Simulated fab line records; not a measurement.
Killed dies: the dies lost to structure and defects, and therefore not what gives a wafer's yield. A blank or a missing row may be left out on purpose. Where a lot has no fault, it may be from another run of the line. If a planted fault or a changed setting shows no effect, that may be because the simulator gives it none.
A lot that was struck, set against a sound lot ; flow sky130 ; 17 steps out of a route of 708
Sound: these wafers, L671.2, L671.4, L671.5. Struck: wafer L678.6. (L678.2 of the same lot was not struck and is left out.) The cause comes at the end.
For every step that has rows: the tool of each side, followed by ch and its chambers, followed by its first start. Under that, the readings that differ: sound wafers ; struck wafers ; difference of the means ; sigmas: that difference in standard deviations of wafers without a fault.
alike: words and numbers the same on both sides, and readings whose means are apart by under 2 such deviations; not compared: readings that were withheld, readings missing a value for some wafer, numbers with overlapping values and no deviation given by the record, and bounds like >300 which may hide the same value.
A row with sigmas, a row that says differs or no value, or rows on one side alone: a step with any of these is where the two part. Non-overlapping numbers with no deviation appear without sigmas and do not part them. Lack of a reading on every wafer of one side parts them only where that side has two or more wafers.

SKY_METAL4_SPUTTER_04: material TiN, target thk 70 nm, time 58.3 s.
  sound on pvdSputter-02, day 40 21:26; struck on pvdSputter-02, day 43 21:11
reading;sound;struck;difference;sigmas
cathodeDcPowerW (W);6500.6 6499.2 6500.9;6497.3;-2.9;-2
  alike: throttleValvePct
SKY_CAP2M_CVD_00: deposits SiO2, target thk 15.5 nm.
  sound on pecvd-02 ch 0,1,2, day 40 21:29; struck on pecvd-02 ch 1, day 43 21:14
  alike: heaterPowerW, rfFwdPowerW
SKY_CAP2M_THK_MEAS_01:
  sound on filmMetro-03, day 40 21:31; struck on filmMetro-01, day 43 21:16
  alike: CAP2M_CVD_00_THK
SKY_CAP2M_SPUTTER_02: material TiN, target thk 200 nm, time 166.7 s.
  sound on pvdSputter-01, day 40 21:34; struck on pvdSputter-01, day 43 21:19
  alike: cathodeDcPowerW, throttleValvePct
SKY_CAP2M_RS_MEAS_03: measures by four-point-probe.
  sound on filmMetro-01, day 40 21:42; struck on filmMetro-03, day 43 21:26
  alike: CAP2M_TIN_RS
SKY_CAP2M_THK_MEAS_04: measures by xrf.
  sound on filmMetro-01, day 40 21:49; struck on filmMetro-03, day 43 21:33
  alike: CAP2M_TIN_THK
then, 6 steps without rows for these wafers: SKY_CAP2M_DEHYDRATE_05 (time 60 s); SKY_CAP2M_HMDS_06 (prime time 60 s); SKY_CAP2M_COAT_07 (resist thk 1140 nm); SKY_CAP2M_SOFTBAKE_08 (time 60 s); SKY_CAP2M_EXPOSE_09 (exposes mask CAP2M, target cd 1000 nm); SKY_CAP2M_PEB_10.
SKY_CAP2M_DEVELOP_11: develop time 60 s.
  sound on lithoTrack-01 ch 0, day 41 20:23; struck on lithoTrack-02 ch 0, day 44 18:27
SKY_CAP2M_OVL_MEAS_12:
  sound on overlay-02, day 41 20:31; struck on overlay-02, day 44 18:35
  alike: CAP2M_OVL
SKY_CAP2M_METAL_ETCH_13: etches TiN in Cl2/BCl3, stops on SiO2, target depth 220 nm, time 62.9 s.
  sound on rieMetal-04 ch 0,1, day 41 20:32; struck on rieMetal-02 ch 1, day 44 18:37
reading;sound;struck;difference;sigmas
model.CAP2M.cdNm (nm);1002 1006 1002;1024;+21;
  alike: drypumpMotorCurrentA, oesProductAu, rfFwdPowerW, throttleValvePct
  not compared: rfHoursCounterH
SKY_CAP2M_STRIP_14: strips in O2/N2.
  sound on plasmaAsher-01 ch 0,1, day 41 20:37; struck on plasmaAsher-04 ch 0, day 44 18:41
  alike: drypumpMotorCurrentA, n2FlowSccm, oesProductAu, stripTimeToEndpointS
  not compared: rfHoursCounterH
then, 1 step without rows for these wafers: SKY_PAD_OPEN_PROBE_99.

== WHERE THEY PART ==
Only at SKY_METAL4_SPUTTER_04, as far as this record shows. Later steps at which nothing parts them and some readings are alike: SKY_CAP2M_CVD_00, SKY_CAP2M_THK_MEAS_01, SKY_CAP2M_SPUTTER_02, SKY_CAP2M_RS_MEAS_03, SKY_CAP2M_THK_MEAS_04, SKY_CAP2M_OVL_MEAS_12, SKY_CAP2M_METAL_ETCH_13, SKY_CAP2M_STRIP_14.

WHY: the cause the simulator had injected
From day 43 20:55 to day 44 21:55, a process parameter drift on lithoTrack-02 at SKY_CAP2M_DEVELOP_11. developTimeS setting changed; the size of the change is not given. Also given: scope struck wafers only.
